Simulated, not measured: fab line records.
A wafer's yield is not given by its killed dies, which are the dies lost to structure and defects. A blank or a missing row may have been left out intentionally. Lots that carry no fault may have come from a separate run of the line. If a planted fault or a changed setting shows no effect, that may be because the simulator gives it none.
What tool caused it?	flow sky130	Sampling: 24 lots, 72 wafers, 6 of 708 route steps

== WHAT EACH GAUGE READ, for each wafer ==
SKY_VIA4_OVL_MEAS_11. Usual: for VIA4_OVL the level is 0.2 nm and the standard deviation is 1.5.
lot	measured	on	VIA4_OVL (nm)	flag
L076	day 43 14:39	overlay-02	0.0 0.3 -1.6	
L075	day 43 17:10	overlay-01	-0.9 -0.5 -2.0	
L074	day 43 17:28	overlay-01	-0.5 -0.1 0.4	
L077	day 43 17:29	overlay-02	-1.4 -0.2 -2.2	
L078	day 44 00:40	overlay-02	-1.4 1.7 -1.4	
L079	day 44 07:22	overlay-01	2.2 1.6 2.2	
L080	day 44 14:32	overlay-02	2.4 0.6 1.2	
L081	day 44 20:49	overlay-01	0.1 2.0 2.2	
L082	day 45 10:26	overlay-01	1.4 -0.2 1.2	
L083	day 45 13:44	overlay-02	-0.9 -2.1 -0.2	
L084	day 45 16:11	overlay-02	0.7 -0.5 0.2	
L085	day 45 16:32	overlay-02	-2.3 -1.6 -1.0	
L086	day 46 02:26	overlay-01	2.1 0.3 0.0	
L087	day 46 11:04	overlay-02	-1.0 -0.3 -0.3	
L088	day 46 16:05	overlay-02	1.4 0.7 3.2	
L089	day 46 20:38	overlay-02	-0.3 1.3 1.5	
L090	day 47 05:52	overlay-02	0.2 -1.1 -1.9	
L093	day 48 08:05	overlay-01	0.1 -1.0 -1.7	
L094	day 48 11:02	overlay-01	-0.8 -1.9 -2.2	
L091	day 48 12:07	overlay-02	-0.5 0.6 1.5	
L095	day 48 12:08	overlay-01	1.6 0.3 1.2	
L092	day 48 13:47	overlay-01	3.4 1.3 1.7	
L096	day 48 13:52	overlay-02	1.1 1.0 1.6	
L097	day 48 16:43	overlay-01	0.3 1.3 2.1	

== WHICH TOOL RAN EACH LOT (tool, then ch and the chambers of the sampled wafers, then the start) ==
lot	SKY_CONTACT_CVD_24	SKY_METAL1_SPUTTER_04	SKY_VIA1_CMP_24	SKY_METAL3_ETCH_16	SKY_METAL4_SPUTTER_02
L076	cvd_w-01 ch 0,1, day 32 13:58	pvd_sputter-04, day 32 14:37	cmp-01 ch 1,2, day 34 21:53	rie_metal-01 ch 0,1, day 39 08:12	pvd_sputter-02, day 40 12:17
L075	cvd_w-02 ch 0,1, day 32 14:10	pvd_sputter-02, day 32 14:50	cmp-02 ch 1,2,3, day 34 22:17	rie_metal-04 ch 0,1, day 39 09:00	pvd_sputter-02, day 40 13:03
L074	cvd_w-01 ch 0,1, day 32 15:07	pvd_sputter-04, day 32 15:47	cmp-02 ch 0,1,2, day 34 23:03	rie_metal-02 ch 0,1, day 39 09:46	pvd_sputter-03, day 40 14:01
L077	cvd_w-01 ch 0,1, day 32 16:13	pvd_sputter-04, day 32 16:52	cmp-02 ch 1,2,3, day 34 23:50	rie_metal-01 ch 0,1, day 39 10:39	pvd_sputter-03, day 40 14:41
L078	cvd_w-01 ch 0,1, day 32 23:47	pvd_sputter-04, day 33 00:28	cmp-01 ch 0,1,3, day 35 08:03	rie_metal-04 ch 0,1, day 39 18:43	pvd_sputter-01, day 40 22:37
L079	cvd_w-02 ch 0, day 33 10:02	pvd_sputter-04, day 33 10:43	cmp-02 ch 0,2,3, day 35 18:08	rie_metal-04 ch 0, day 40 03:55	pvd_sputter-03, day 41 07:39
L080	cvd_w-01 ch 0,1, day 33 17:01	pvd_sputter-01, day 33 17:39	cmp-02 ch 1,3, day 36 00:18	rie_metal-04 ch 0,1, day 40 10:56	pvd_sputter-02, day 41 14:30
L081	cvd_w-01 ch 0,1, day 34 02:25	pvd_sputter-01, day 34 03:07	cmp-01 ch 0,3, day 36 10:41	rie_metal-02 ch 0,1, day 40 19:49	pvd_sputter-01, day 41 23:11
L082	cvd_w-01 ch 1, day 34 14:03	pvd_sputter-04, day 34 14:44	cmp-01 ch 0,1, day 36 21:24	rie_metal-04 ch 0,1, day 41 04:58	pvd_sputter-03, day 42 07:59
L083	cvd_w-01 ch 0,1, day 34 19:07	pvd_sputter-04, day 34 19:46	cmp-02 ch 0,1,2, day 37 02:44	rie_metal-02 ch 0,1, day 41 10:23	pvd_sputter-01, day 42 14:13
L084	cvd_w-01 ch 0,1, day 35 02:51	pvd_sputter-01, day 35 03:30	cmp-01 ch 1,2,3, day 37 10:16	rie_metal-04 ch 0,1, day 41 18:05	pvd_sputter-02, day 42 21:19
L085	cvd_w-02 ch 1, day 35 04:12	pvd_sputter-04, day 35 04:53	cmp-01 ch 0,1,2, day 37 11:38	rie_metal-04 ch 0,1, day 41 18:22	pvd_sputter-03, day 42 21:35
L086	cvd_w-01 ch 0,1, day 35 16:44	pvd_sputter-02, day 35 17:25	cmp-01 ch 0,1,3, day 37 22:31	rie_metal-04 ch 1, day 42 05:40	pvd_sputter-01, day 43 08:38
L087	cvd_w-01 ch 1, day 36 02:01	pvd_sputter-02, day 36 02:42	cmp-01 ch 0,1, day 38 08:06	rie_metal-01 ch 0,1, day 42 14:15	pvd_sputter-02, day 43 16:32
L088	cvd_w-01 ch 0,1, day 36 09:22	pvd_sputter-02, day 36 10:01	cmp-01 ch 0,1,2, day 38 15:34	rie_metal-04 ch 0,1, day 42 22:00	pvd_sputter-01, day 43 23:54
L089	cvd_w-01 ch 0,1, day 36 13:47	pvd_sputter-01, day 36 14:28	cmp-02 ch 0,1,2, day 38 19:37	rie_metal-04 ch 0,1, day 43 02:07	pvd_sputter-03, day 44 03:41
L090	cvd_w-02 ch 0,1, day 36 15:07	pvd_sputter-04, day 36 15:48	cmp-01 ch 2,3, day 38 21:28	rie_metal-02 ch 0,1, day 43 05:01	pvd_sputter-02, day 44 13:13
L093	cvd_w-02 ch 0,1, day 38 11:00	pvd_sputter-02, day 38 11:41	cmp-02 ch 0,2, day 40 15:37	rie_metal-04 ch 1, day 44 16:40	pvd_sputter-02, day 45 17:07
L094	cvd_w-02 ch 0,1, day 38 12:37	pvd_sputter-01, day 38 13:17	cmp-01 ch 0,1,2, day 40 17:55	rie_metal-02 ch 0,1, day 44 18:13	pvd_sputter-01, day 45 19:30
L091	cvd_w-01 ch 0,1, day 38 13:47	pvd_sputter-02, day 38 14:28	cmp-02 ch 0,1,2, day 40 19:05	rie_metal-04 ch 0,1, day 44 18:51	pvd_sputter-02, day 45 19:34
L095	cvd_w-02 ch 1, day 38 15:26	pvd_sputter-01, day 38 16:10	cmp-02 ch 0,1,2, day 40 20:54	rie_metal-02 ch 0,1, day 44 20:06	pvd_sputter-02, day 45 21:04
L092	cvd_w-02 ch 0,1, day 38 15:34	pvd_sputter-04, day 38 16:25	cmp-02 ch 0,1,2, day 40 21:45	rie_metal-02 ch 0,1, day 44 22:01	pvd_sputter-01, day 45 22:25
L096	cvd_w-02 ch 1, day 38 16:33	pvd_sputter-04, day 38 17:14	cmp-01 ch 0,2, day 40 22:32	rie_metal-01 ch 0,1, day 44 22:33	pvd_sputter-01, day 45 23:32
L097	cvd_w-02 ch 0,1, day 38 23:11	pvd_sputter-04, day 39 00:01	cmp-01 ch 0,2,3, day 41 04:06	rie_metal-01 ch 0,1, day 45 03:06	pvd_sputter-03, day 46 03:11
- SKY_CONTACT_CVD_24: deposits W, target thk 340 nm, time 102.12 s.
- SKY_METAL1_SPUTTER_04: material TiN, target thk 70 nm, time 58.3 s.
- SKY_VIA1_CMP_24: polishes, stops on SiO2, t overpolish 15 s, target thk 0 nm.
- SKY_METAL3_ETCH_16: etches BARC in N2/H2, stops on SiO2, time 85.15 s, target depth 60 nm.
- SKY_METAL4_SPUTTER_02: material AlCu, target thk 735 nm, time 39.1 s.

== AS READ BY THE TOOLS THEMSELVES (means over the sampled wafers that have a number; for cases with no such wafer, the mark the record gives instead) ==
SKY_CONTACT_CVD_24. Usual: 849 W for heater_power_w, sd 140.
lot	tool	heater_power_w (W)	flag
L076	cvd_w-01	876	
L075	cvd_w-02	919	
L074	cvd_w-01	796	
L077	cvd_w-01	869	
L078	cvd_w-01	802	
L079	cvd_w-02	699	
L080	cvd_w-01	864	
L081	cvd_w-01	863	
L082	cvd_w-01	931	
L083	cvd_w-01	872	
L084	cvd_w-01	887	
L085	cvd_w-02	1041	
L086	cvd_w-01	800	
L087	cvd_w-01	938	
L088	cvd_w-01	809	
L089	cvd_w-01	871	
L090	cvd_w-02	916	
L093	cvd_w-02	820	
L094	cvd_w-02	926	
L091	cvd_w-01	878	
L095	cvd_w-02	1023	
L092	cvd_w-02	814	
L096	cvd_w-02	1049	
L097	cvd_w-02	930	

SKY_METAL1_SPUTTER_04. Usual: 30.4 % for throttle_valve_pct, sd 1.4.
lot	tool	throttle_valve_pct (%)	flag
L076	pvd_sputter-04	30.0	
L075	pvd_sputter-02	30.4	
L074	pvd_sputter-04	30.2	
L077	pvd_sputter-04	29.8	
L078	pvd_sputter-04	29.2	
L079	pvd_sputter-04	29.0	
L080	pvd_sputter-01	31.4	
L081	pvd_sputter-01	31.8	
L082	pvd_sputter-04	30.9	
L083	pvd_sputter-04	28.8	
L084	pvd_sputter-01	30.6	
L085	pvd_sputter-04	29.4	
L086	pvd_sputter-02	30.4	
L087	pvd_sputter-02	30.3	
L088	pvd_sputter-02	30.2	
L089	pvd_sputter-01	32.6	
L090	pvd_sputter-04	30.3	
L093	pvd_sputter-02	30.3	
L094	pvd_sputter-01	31.3	
L091	pvd_sputter-02	30.3	
L095	pvd_sputter-01	32.0	
L092	pvd_sputter-04	30.0	
L096	pvd_sputter-04	30.3	
L097	pvd_sputter-04	29.6	

SKY_VIA1_CMP_24. Usual: edge_zone_pressure_frac 1.000, standard deviation 0.0049; motor_current_A 11.4 A, standard deviation 1; overpolish_run_s 14.999 s, standard deviation 0.0091; time_to_endpoint_s 63.5 s, standard deviation 2.4.
lot	tool	edge_zone_pressure_frac	motor_current_A (A)	overpolish_run_s (s)	time_to_endpoint_s (s)	flag
L076	cmp-01	0.996	11.4	15.003	64.0	
L075	cmp-02	0.998	10.8	14.984	62.7	
L074	cmp-02	0.999	11.0	14.995	66.4	
L077	cmp-02	1.002	11.1	14.990	61.2	
L078	cmp-01	0.995	12.3	15.005	62.0	
L079	cmp-02	1.003	11.0	14.998	62.1	
L080	cmp-02	0.999	10.7	14.989	60.6	
L081	cmp-01	1.003	12.1	15.000	66.5	
L082	cmp-01	1.006	12.3	14.994	63.1	
L083	cmp-02	0.998	10.9	14.999	63.4	
L084	cmp-01	1.000	11.5	15.006	63.5	
L085	cmp-01	0.994	12.1	14.998	64.2	
L086	cmp-01	1.005	12.0	14.998	64.4	
L087	cmp-01	0.997	12.4	15.006	66.3	
L088	cmp-01	1.001	12.3	15.005	62.7	
L089	cmp-02	0.998	10.9	14.997	63.8	
L090	cmp-01	1.001	10.0	14.994	63.8	
L093	cmp-02	0.998	10.6	15.001	65.5	
L094	cmp-01	1.000	12.3	15.006	64.5	
L091	cmp-02	1.000	10.9	14.999	63.7	
L095	cmp-02	1.004	11.0	15.000	65.4	
L092	cmp-02	1.004	10.8	15.003	65.9	
L096	cmp-01	1.003	11.5	14.999	64.9	
L097	cmp-01	1.001	11.7	15.002	65.7	

SKY_METAL3_ETCH_16. Usual: chamber_pressure_mTorr 30.000 mTorr, standard deviation 0.026; drypump_motor_current_A 5.9 A, standard deviation 0.5; oes_product_au 0.634 a.u., standard deviation 0.0044; throttle_valve_pct 13.204 %, standard deviation 0.0087.
lot	tool	chamber_pressure_mTorr (mTorr)	drypump_motor_current_A (A)	oes_product_au (a.u.)	throttle_valve_pct (%)	flag
L076	rie_metal-01	30.007	6.2	0.634	13.211	
L075	rie_metal-04	30.031	6.0	0.632	13.199	
L074	rie_metal-02	29.974	5.2	0.636	13.207	
L077	rie_metal-01	29.993	6.0	0.636	13.210	
L078	rie_metal-04	30.003	6.0	0.632	13.197	
L079	rie_metal-04	30.000	6.0	0.633	13.198	
L080	rie_metal-04	29.999	5.9	0.635	13.205	
L081	rie_metal-02	29.989	5.8	0.633	13.200	
L082	rie_metal-04	29.990	5.9	0.630	13.202	
L083	rie_metal-02	29.994	5.8	0.635	13.206	
L084	rie_metal-04	30.001	6.0	0.634	13.208	
L085	rie_metal-04	29.973	6.0	0.629	13.210	
L086	rie_metal-04	29.985	5.9	0.636	13.189	
L087	rie_metal-01	29.996	6.2	0.633	13.210	
L088	rie_metal-04	29.997	5.9	0.639	13.200	
L089	rie_metal-04	30.027	6.0	0.634	13.203	
L090	rie_metal-02	30.000	5.2	0.637	13.203	
L093	rie_metal-04	29.996	5.9	0.639	13.198	
L094	rie_metal-02	29.987	5.8	0.632	13.195	
L091	rie_metal-04	29.991	5.9	0.634	13.207	
L095	rie_metal-02	29.994	5.8	0.635	13.208	
L092	rie_metal-02	30.012	5.2	0.632	13.205	
L096	rie_metal-01	30.019	6.2	0.633	13.207	
L097	rie_metal-01	29.998	6.2	0.632	13.199	

SKY_METAL4_SPUTTER_02. Usual: 30.8 % for throttle_valve_pct, sd 1.2.
lot	tool	throttle_valve_pct (%)	flag
L076	pvd_sputter-02	30.8	
L075	pvd_sputter-02	30.4	
L074	pvd_sputter-03	30.2	
L077	pvd_sputter-03	29.8	
L078	pvd_sputter-01	31.8	
L079	pvd_sputter-03	30.0	
L080	pvd_sputter-02	30.6	
L081	pvd_sputter-01	33.2	
L082	pvd_sputter-03	30.0	
L083	pvd_sputter-01	32.6	
L084	pvd_sputter-02	30.5	
L085	pvd_sputter-03	30.2	
L086	pvd_sputter-01	31.3	
L087	pvd_sputter-02	30.9	
L088	pvd_sputter-01	31.9	
L089	pvd_sputter-03	29.9	
L090	pvd_sputter-02	30.7	
L093	pvd_sputter-02	30.2	
L094	pvd_sputter-01	31.4	
L091	pvd_sputter-02	30.4	
L095	pvd_sputter-02	30.9	
L092	pvd_sputter-01	30.2	
L096	pvd_sputter-01	32.5	
L097	pvd_sputter-03	30.1	

== THE ANSWER, worked out from the rows above alone ==
Rule: lot off if the mean of its wafers having a number is beyond 3 standard deviations from the usual mean. A lot without any number at a reading at which 4 lots or more have one is off too. Any other lot the step has rows for is counted as sound. First the gauges in route order, then the tools' own readings, where a lot's mean is used as printed above. At the first step where some lot is off, the reading lying furthest off is the one used; lots without a number count as furthest.
No lot is off at any reading shown: from this, nothing can be told.

== WHAT THE SIMULATOR HAD PUT IN ==
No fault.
